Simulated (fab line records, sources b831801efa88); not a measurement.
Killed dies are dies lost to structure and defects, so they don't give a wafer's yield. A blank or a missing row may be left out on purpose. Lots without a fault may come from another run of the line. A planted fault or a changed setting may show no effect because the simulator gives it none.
Which tool did it? | flow gf180mcu | 12 lots, 36 wafers sampled, at 5 steps of a route of 602

WHAT THE GAUGES READ, wafer by wafer
GF_V2_THK_MEAS_03.
lot  | measured     | on            | V2_CVD_02_THK (nm)
L296 | day 19 02:52 | film_metro-02 | 845 855 862
L297 | day 19 13:43 | film_metro-04 | 860 862 850
L298 | day 20 00:04 | film_metro-02 | 843 847 855
L301 | day 21 04:20 | film_metro-02 | 850 857 872
L302 | day 21 13:49 | film_metro-01 | 847 841 854
L303 | day 21 23:59 | film_metro-02 | 827 834 836
L308 | day 23 17:26 | film_metro-02 | 845 847 860
L309 | day 24 00:03 | film_metro-01 | 848 855 858
L312 | day 25 01:59 | film_metro-01 | 849 854 847
L317 | day 26 14:10 | film_metro-04 | 838 841 849
L318 | day 26 18:41 | film_metro-01 | 846 862 855
L319 | day 27 02:57 | film_metro-04 | 831 847 851

WHICH TOOL RAN EACH LOT (tool, then ch and the chambers of the sampled wafers, then the start)
lot  | GF_V1_CVD_23                  | GF_M2_SPUTTER_04             | GF_M2_METAL_ETCH_16               | GF_M2_STRIP_17
L296 | cvd_w-01 ch 0,1, day 18 01:04 | pvd_sputter-04, day 18 01:50 | rie_metal-02 ch 0,1, day 19 02:00 | plasma_asher-01 ch 0,1, day 19 02:08
L297 | cvd_w-02 ch 0,1, day 18 11:53 | pvd_sputter-04, day 18 12:38 | rie_metal-03 ch 0,1, day 19 12:50 | plasma_asher-01 ch 0,1, day 19 12:58
L298 | cvd_w-02 ch 1, day 18 22:47   | pvd_sputter-03, day 18 23:38 | rie_metal-03 ch 0,1, day 19 23:10 | plasma_asher-01 ch 0,1, day 19 23:17
L301 | cvd_w-02 ch 0,1, day 20 02:24 | pvd_sputter-02, day 20 03:10 | rie_metal-03 ch 1, day 21 03:27   | plasma_asher-02 ch 1, day 21 03:35
L302 | cvd_w-01 ch 0,1, day 20 12:10 | pvd_sputter-02, day 20 12:56 | rie_metal-01 ch 0,1, day 21 12:54 | plasma_asher-02 ch 0,1, day 21 13:02
L303 | cvd_w-02 ch 0,1, day 20 21:47 | pvd_sputter-02, day 20 22:34 | rie_metal-02 ch 0,1, day 21 22:46 | plasma_asher-02 ch 0,1, day 21 22:53
L308 | cvd_w-01 ch 0,1, day 22 16:51 | pvd_sputter-02, day 22 17:38 | rie_metal-02 ch 0,1, day 23 16:32 | plasma_asher-02 ch 0,1, day 23 16:42
L309 | cvd_w-01 ch 0,1, day 22 23:25 | pvd_sputter-03, day 23 00:11 | rie_metal-02 ch 0,1, day 23 23:03 | plasma_asher-01 ch 0,1, day 23 23:13
L312 | cvd_w-02 ch 0, day 24 02:16   | pvd_sputter-02, day 24 03:02 | rie_metal-03 ch 0,1, day 25 01:06 | plasma_asher-02 ch 0, day 25 01:14
L317 | cvd_w-02 ch 0,1, day 25 15:28 | pvd_sputter-02, day 25 16:14 | rie_metal-03 ch 0,1, day 26 13:19 | plasma_asher-02 ch 1, day 26 13:26
L318 | cvd_w-02 ch 0,1, day 25 20:24 | pvd_sputter-03, day 25 21:08 | rie_metal-02 ch 0,1, day 26 17:50 | plasma_asher-01 ch 0,1, day 26 17:58
L319 | cvd_w-01 ch 0,1, day 26 04:12 | pvd_sputter-04, day 26 04:59 | rie_metal-02 ch 0,1, day 27 02:04 | plasma_asher-04 ch 0,1, day 27 02:11
- GF_V1_CVD_23: deposits W, target thk 350 nm, time 105.05 s.
- GF_M2_SPUTTER_04: material TiN, target thk 50 nm, time 41.7 s.
- GF_M2_METAL_ETCH_16: etches the open film in Cl2/BCl3, stops on SiO2, target depth 750.8 nm, time 125.1 s.
- GF_M2_STRIP_17: strips in O2/N2.

WHAT THE TOOLS THEMSELVES READ (means of the sampled wafers that have a number; where no wafer has one, the mark that the record gives instead)
GF_V1_CVD_23.
lot  | tool     | heater_power_w (W)
L296 | cvd_w-01 | 864
L297 | cvd_w-02 | 884
L298 | cvd_w-02 | 946
L301 | cvd_w-02 | 920
L302 | cvd_w-01 | 884
L303 | cvd_w-02 | 890
L308 | cvd_w-01 | 971
L309 | cvd_w-01 | 889
L312 | cvd_w-02 | 868
L317 | cvd_w-02 | 919
L318 | cvd_w-02 | 888
L319 | cvd_w-01 | 987

GF_M2_SPUTTER_04.
lot  | tool           | throttle_valve_pct (%)
L296 | pvd_sputter-04 | 30.9
L297 | pvd_sputter-04 | 30.6
L298 | pvd_sputter-03 | 29.1
L301 | pvd_sputter-02 | 29.8
L302 | pvd_sputter-02 | 28.2
L303 | pvd_sputter-02 | 29.9
L308 | pvd_sputter-02 | 29.8
L309 | pvd_sputter-03 | 29.8
L312 | pvd_sputter-02 | 29.2
L317 | pvd_sputter-02 | 30.4
L318 | pvd_sputter-03 | 29.8
L319 | pvd_sputter-04 | 30.6

GF_M2_METAL_ETCH_16.
lot  | tool         | bias_w (W) | drypump_motor_current_A (A) | oes_product_au (a.u.) | throttle_valve_pct (%)
L296 | rie_metal-02 | 139.7      | 5.2                         | 0.985                 | 28.237
L297 | rie_metal-03 | 140.2      | 6.2                         | 0.988                 | 28.226
L298 | rie_metal-03 | 140.0      | 6.2                         | 0.985                 | 28.229
L301 | rie_metal-03 | 140.4      | 6.2                         | 0.997                 | 28.226
L302 | rie_metal-01 | 140.6      | 6.1                         | 0.984                 | 28.238
L303 | rie_metal-02 | 139.9      | 5.5                         | 0.990                 | 28.228
L308 | rie_metal-02 | 169.9      | 5.5                         | 0.999                 | 28.229
L309 | rie_metal-02 | 170.5      | 5.5                         | 0.995                 | 28.226
L312 | rie_metal-03 | 140.4      | 6.2                         | 0.990                 | 28.236
L317 | rie_metal-03 | 139.9      | 6.2                         | 0.993                 | 28.231
L318 | rie_metal-02 | 140.2      | 5.5                         | 0.995                 | 28.227
L319 | rie_metal-02 | 140.1      | 5.5                         | 0.990                 | 28.228

GF_M2_STRIP_17.
lot  | tool            | drypump_motor_current_A (A) | heater_power_w (W) | oes_product_au (a.u.) | strip_time_to_endpoint_s (s)
L296 | plasma_asher-01 | 6.33                        | 331                | 0.540                 | 7.43
L297 | plasma_asher-01 | 6.33                        | 333                | 0.536                 | 7.40
L298 | plasma_asher-01 | 6.05                        | 348                | 0.535                 | 7.39
L301 | plasma_asher-02 | 6.11                        | 376                | 0.535                 | 7.34
L302 | plasma_asher-02 | 6.04                        | 365                | 0.534                 | 7.36
L303 | plasma_asher-02 | 6.04                        | 368                | 0.537                 | 7.38
L308 | plasma_asher-02 | 5.98                        | 355                | 0.530                 | 7.17
L309 | plasma_asher-01 | 6.34                        | 324                | 0.529                 | 7.19
L312 | plasma_asher-02 | 5.93                        | 341                | 0.540                 | 7.36
L317 | plasma_asher-02 | 6.11                        | 373                | 0.541                 | 7.39
L318 | plasma_asher-01 | 6.06                        | 347                | 0.533                 | 7.36
L319 | plasma_asher-04 | 5.92                        | 382                | 0.540                 | 7.43

THE ANSWER, worked out from the rows above alone
Rule: what is usual is taken from the lots themselves. Put in order of their means at a reading, lots are off if they are a third of the lots or fewer, leave a main group of 4 or more, and stand apart from it by a gap of 3 or more times the standard deviation of the main group's means; of several such gaps the widest counts. A main group whose means are all the same, to the digits that the tables above print for the reading, isn't used. A lot without any number at a reading at which 4 lots or more have one is off too. The other lots that the step has rows for count as sound. The gauges are gone through in route order, then the tools' own readings, and for those a lot's mean is taken as printed above. The first step at which some lot is off is used, and at that step the reading that is off furthest; a lot without a number counts as furthest.
Off: L308, L309, at GF_M2_METAL_ETCH_16 (bias_w). The main group: mean 140.1 W, standard deviation 0.26.
A tool fits if, at that step or a process step before it, it ran every lot that is off, and no sound lot after the first of them. None of those tried fits.

WHAT THE SIMULATOR HAD PUT IN
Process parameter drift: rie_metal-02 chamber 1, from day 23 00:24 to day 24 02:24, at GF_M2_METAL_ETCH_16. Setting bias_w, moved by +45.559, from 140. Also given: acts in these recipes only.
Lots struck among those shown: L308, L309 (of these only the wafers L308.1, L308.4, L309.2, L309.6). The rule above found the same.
